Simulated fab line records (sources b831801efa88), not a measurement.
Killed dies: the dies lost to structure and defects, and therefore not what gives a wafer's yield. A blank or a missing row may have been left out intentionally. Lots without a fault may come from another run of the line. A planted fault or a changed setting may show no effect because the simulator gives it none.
Which tool did it? | flow sky130 | 7 lots, 21 wafers sampled, at 4 steps of a route of 708

WHAT THE GAUGES READ, wafer by wafer
SKY_METAL2_RS_MEAS_05: the measuring method here is four-point-probe.
lot  | measured     | on            | METAL2_ALCU_RS (ohm/sq)
L111 | day 34 11:02 | film_metro-02 | 0.1247 0.1267 0.1263
L114 | day 35 10:52 | film_metro-03 | 0.1284 0.1306 0.1287
L116 | day 36 14:43 | film_metro-01 | 0.1293 0.1267 0.1301
L120 | day 37 13:32 | film_metro-01 | 0.1248 0.1245 0.1265
L125 | day 38 22:19 | film_metro-02 | 8.6750 8.6674 8.7029
L130 | day 40 08:49 | film_metro-03 | 0.1302 0.1299 0.1260
L133 | day 41 05:57 | film_metro-01 | 0.1288 0.1263 0.1265

TOOL THAT RAN EACH LOT (tool first, then ch and the chambers of the sampled wafers, then the start)
lot  | SKY_METAL1_SPUTTER_01        | SKY_METAL1_SPUTTER_04        | SKY_METAL2_SPUTTER_02
L111 | pvd_sputter-01, day 32 02:30 | pvd_sputter-01, day 32 02:34 | pvd_sputter-02, day 34 10:55
L114 | pvd_sputter-01, day 33 03:11 | pvd_sputter-01, day 33 03:16 | pvd_sputter-03, day 35 10:46
L116 | pvd_sputter-03, day 34 05:23 | pvd_sputter-03, day 34 05:27 | pvd_sputter-01, day 36 14:37
L120 | pvd_sputter-01, day 35 05:35 | pvd_sputter-01, day 35 05:39 | pvd_sputter-03, day 37 13:23
L125 | pvd_sputter-03, day 36 15:13 | pvd_sputter-03, day 36 15:17 | pvd_sputter-01, day 38 22:13
L130 | pvd_sputter-01, day 38 03:11 | pvd_sputter-01, day 38 03:16 | pvd_sputter-02, day 40 08:42
L133 | pvd_sputter-04, day 39 00:08 | pvd_sputter-04, day 39 00:13 | pvd_sputter-03, day 41 05:52
- SKY_METAL1_SPUTTER_01: material TiN, target thk 20 nm, time 16.7 s.
- SKY_METAL1_SPUTTER_04: material TiN, target thk 70 nm, time 58.3 s.
- SKY_METAL2_SPUTTER_02: material AlCu, target thk 250 nm, time 13.3 s.

THE ANSWER, worked out from the rows above alone
Rule: usual is defined by the lots themselves. Put in order of their means at a reading, lots are off if they are a third of the lots or fewer, leave a main group of 4 or more, and stand apart from it by a gap of 3 or more times the standard deviation of the main group's means; of several such gaps the widest counts. Not used: any main group whose means are identical at the precision the tables above print for the reading. A lot without any number at a reading at which 4 lots or more have one is off too. Any other lot the step has rows for is counted as sound.
Off: L125, at SKY_METAL2_RS_MEAS_05 (METAL2_ALCU_RS). The main group has a mean of 0.1275 ohm/sq with a standard deviation of 0.0015.
If a tool, at a process step before that reading, ran all the lots that are off and no sound lot after the first of them, it fits. The gauges at SKY_METAL2_RS_MEAS_05 are tried like those tools. Can't be told from this: 3 tools fit, pvd_sputter-03 at SKY_METAL1_SPUTTER_01 and SKY_METAL1_SPUTTER_04, pvd_sputter-01 at SKY_METAL2_SPUTTER_02, film_metro-02 at SKY_METAL2_RS_MEAS_05.

WHAT WAS PUT IN BY THE SIMULATOR
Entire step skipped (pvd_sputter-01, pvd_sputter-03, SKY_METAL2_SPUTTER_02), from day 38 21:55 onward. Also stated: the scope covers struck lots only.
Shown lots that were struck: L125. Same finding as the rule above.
